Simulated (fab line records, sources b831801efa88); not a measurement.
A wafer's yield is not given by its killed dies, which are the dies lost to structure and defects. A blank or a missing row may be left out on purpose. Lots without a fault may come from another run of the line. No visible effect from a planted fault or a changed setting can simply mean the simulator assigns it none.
Which tool did it? -- flow gf180mcu -- 36 wafers from 12 lots sampled at 5 of the route's 602 steps

== WHAT THE GAUGES READ, wafer by wafer ==
GF_HV_LDD_TW_MEAS_50. Usual: HV_LDD_4_TW typically reads 573, with standard deviation 7.
lot,measured,on,HV_LDD_4_TW,flag
L511,day 12 08:09,film metro-01,576 576 578,
L512,day 12 15:29,film metro-03,586 584 584,
L521,day 15 19:01,film metro-01,528 524 522 522 525 522,OFF
L522,day 16 01:59,film metro-01,528 524 525 527 526 525,OFF
L523,day 16 09:25,film metro-02,565 563 569,
L524,day 16 17:56,film metro-02,569 568 565,
L525,day 17 09:58,film metro-02,568 568 570,
L526,day 17 07:16,film metro-02,566 567 567,
L530,day 18 17:09,film metro-02,561 562 564,
L531,day 19 03:44,film metro-03,588 588 589,
L532,day 19 09:53,film metro-02,564 565 563,
L534,day 19 23:02,film metro-01,576 577 576,

GF_NSD_TW_MEAS_12. Usual: NSD_TW typically reads 4296, with standard deviation 60.
lot,measured,on,NSD_TW,flag
L511,day 13 07:57,film metro-01,4297 4296 4283,
L512,day 13 15:41,film metro-03,4370 4353 4371,
L521,day 16 20:28,film metro-04,4257 4250 4237,
L522,day 17 03:29,film metro-03,4336 4345 4346,
L523,day 17 11:52,film metro-01,4281 4284 4280,
L524,day 17 20:32,film metro-04,4209 4239 4219,
L525,day 18 13:06,film metro-01,4261 4276 4260,
L526,day 18 10:21,film metro-01,4266 4284 4306,
L530,day 19 20:50,film metro-03,4388 4407 4363,
L531,day 20 07:57,film metro-03,4393 4369 4374,
L532,day 20 13:23,film metro-03,4352 4369 4338,
L534,day 21 02:20,film metro-03,4338 4337 4344,

GF_CONTACT_RS_MEAS_25: uses a four-point probe to measure. Usual: CONTACT_W_RS typically reads 0.383 ohm/sq, with standard deviation 0.0035.
lot,measured,on,CONTACT_W_RS (ohm/sq),flag
L511,day 16 02:10,film metro-02,0.388 0.385 0.380,
L512,day 16 09:01,film metro-01,0.386 0.383 0.388,
L521,day 19 22:35,film metro-01,0.380 0.382 0.379,
L522,day 20 07:16,film metro-03,0.383 0.383 0.385,
L523,day 20 16:01,film metro-02,0.386 0.386 0.387,
L524,day 20 23:56,film metro-03,0.385 0.380 0.381,
L525,day 21 17:02,film metro-03,0.376 0.381 0.378,
L526,day 21 12:52,film metro-01,0.379 0.382 0.377,
L530,day 22 23:02,film metro-02,0.388 0.382 0.382,
L531,day 23 09:00,film metro-02,0.387 0.384 0.383,
L532,day 23 14:51,film metro-01,0.386 0.383 0.386,
L534,day 24 02:56,film metro-01,0.384 0.384 0.381,

== WHICH TOOL RAN EACH LOT (tool, then ch and the chambers of the sampled wafers, then the start) ==
lot,GF_STI_ETCH_13,GF_HV_LDD_IMPLANT_48
L511,"rie diel-03 ch 0,3, day 2 01:24","implanter-01 ch 0, day 12 07:56"
L512,"rie diel-01 ch 0,2,3, day 2 06:36","implanter-02 ch 0, day 12 15:14"
L521,"rie diel-03 ch 0,1, day 4 04:48","implanter-03 ch 0, day 15 18:47"
L522,"rie diel-03 ch 0,1, day 4 10:37","implanter-03 ch 0, day 16 01:44"
L523,"rie diel-02 ch 0,1,3, day 4 15:01","implanter-02 ch 0, day 16 09:12"
L524,"rie diel-01 ch 0,2,3, day 4 21:18","implanter-02 ch 0, day 16 17:41"
L525,"rie diel-01 ch 0,1,2, day 5 03:42","implanter-01 ch 0, day 17 09:44"
L526,"rie diel-02 ch 0,1,2, day 5 06:15","implanter-01 ch 0, day 17 07:01"
L530,"rie diel-02 ch 0,3, day 6 02:34","implanter-02 ch 0, day 18 16:55"
L531,"rie diel-01 ch 1,2,3, day 6 09:04","implanter-01 ch 0, day 19 03:30"
L532,"rie diel-03 ch 0,1,3, day 6 14:33","implanter-01 ch 0, day 19 09:38"
L534,"rie diel-01 ch 0,3, day 6 23:41","implanter-01 ch 0, day 19 22:47"
- GF_STI_ETCH_13: etches the open film in CHF3/O2, stops on Si, target depth 282.31 nm, time 112.9 s.
- GF_HV_LDD_IMPLANT_48

== AS READ BY THE TOOLS THEMSELVES (means over the sampled wafers that have a number; for cases with no such wafer, the mark the record gives instead) ==
GF_STI_ETCH_13. Usual: chamber pressure mTorr 40.01 mTorr, standard deviation 0.037; drypump motor current A 5.6 A, standard deviation 0.31; oes product au 0.834 a.u., standard deviation 0.0061; rf fwd power W 596.9 W, standard deviation 2; throttle valve pct 8.811 %, standard deviation 0.0093.
lot,tool,chamber pressure mTorr (mTorr),drypump motor current A (A),oes product au (a.u.),rf fwd power W (W),throttle valve pct (%),flag
L511,rie diel-03,39.98,5.6,0.827,596.8,8.811,
L512,rie diel-01,40.01,5.7,0.829,597.1,8.811,
L521,rie diel-03,40.02,5.6,0.829,597.2,8.808,
L522,rie diel-03,40.00,5.6,0.844,596.1,8.821,
L523,rie diel-02,39.98,5.8,0.827,598.4,8.815,
L524,rie diel-01,40.04,5.7,0.838,595.9,8.811,
L525,rie diel-01,40.04,5.7,0.835,596.2,8.813,
L526,rie diel-02,39.99,5.4,0.836,596.0,8.806,
L530,rie diel-02,40.04,5.7,0.834,597.2,8.814,
L531,rie diel-01,39.96,5.6,0.830,596.9,8.814,
L532,rie diel-03,40.01,5.6,0.836,595.8,8.798,
L534,rie diel-01,40.04,5.8,0.836,597.7,8.814,

GF_HV_LDD_IMPLANT_48. Usual: dose ions cm2 3.001e+13, standard deviation 3.5e+10; faraday current uA 169, standard deviation 3.1; tilt deg 7.004 degrees, standard deviation 0.019.
lot,tool,dose ions cm2,faraday current uA,tilt deg (degrees),flag
L511,implanter-01,3.000e+13,169,7.025,
L512,implanter-02,3.001e+13,167,7.012,
L521,implanter-03,2.259e+13,125,6.997,OFF
L522,implanter-03,2.263e+13,126,7.001,OFF
L523,implanter-02,3.000e+13,169,6.991,
L524,implanter-02,2.998e+13,168,7.015,
L525,implanter-01,3.001e+13,171,7.016,
L526,implanter-01,3.002e+13,169,7.024,
L530,implanter-02,2.999e+13,167,6.979,
L531,implanter-01,2.998e+13,170,7.025,
L532,implanter-01,3.002e+13,170,7.010,
L534,implanter-01,3.004e+13,167,7.004,

== THE ANSWER, worked out from the rows above alone ==
Rule: lot off if the mean of its wafers having a number is beyond 3 standard deviations from the usual mean. A lot without any number at a reading at which 4 lots or more have one is off too. The other lots that the step has rows for count as sound. The gauges are gone through in route order, then the tools' own readings, and for those a lot's mean is taken as printed above. At the first step where some lot is off, the reading lying furthest off is the one used; lots without a number count as furthest.
Off: L521, L522, at GF_HV_LDD_TW_MEAS_50 (HV_LDD_4_TW).
If a tool, at a process step before that reading, ran all the lots that are off and no sound lot after the first of them, it fits. The gauges at GF_HV_LDD_TW_MEAS_50 aren't tried: what is off there is off at GF_HV_LDD_IMPLANT_48 too, on other tools, and a gauge's error can't cause that. One fits: implanter-03 at GF_HV_LDD_IMPLANT_48. It ran no sound lot before its first lot that is off in this sample, so the start can't be narrowed down.
The tool's own readings at GF_HV_LDD_IMPLANT_48 bear it out: on the lots that are off they differ by more than 5 times the standard deviation of the sound lots' means. dose ions cm2 reads 2.261e+13 there against 3.000e+13 on the sound lots; faraday current uA reads 126 there against 169 on the sound lots.

== WHAT THE SIMULATOR HAD PUT IN ==
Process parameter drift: implanter-03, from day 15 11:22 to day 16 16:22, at GF_HV_LDD_IMPLANT_48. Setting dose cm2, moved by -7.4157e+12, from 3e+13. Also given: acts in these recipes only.
Lots struck among those shown: L521, L522. Same finding as the rule above.
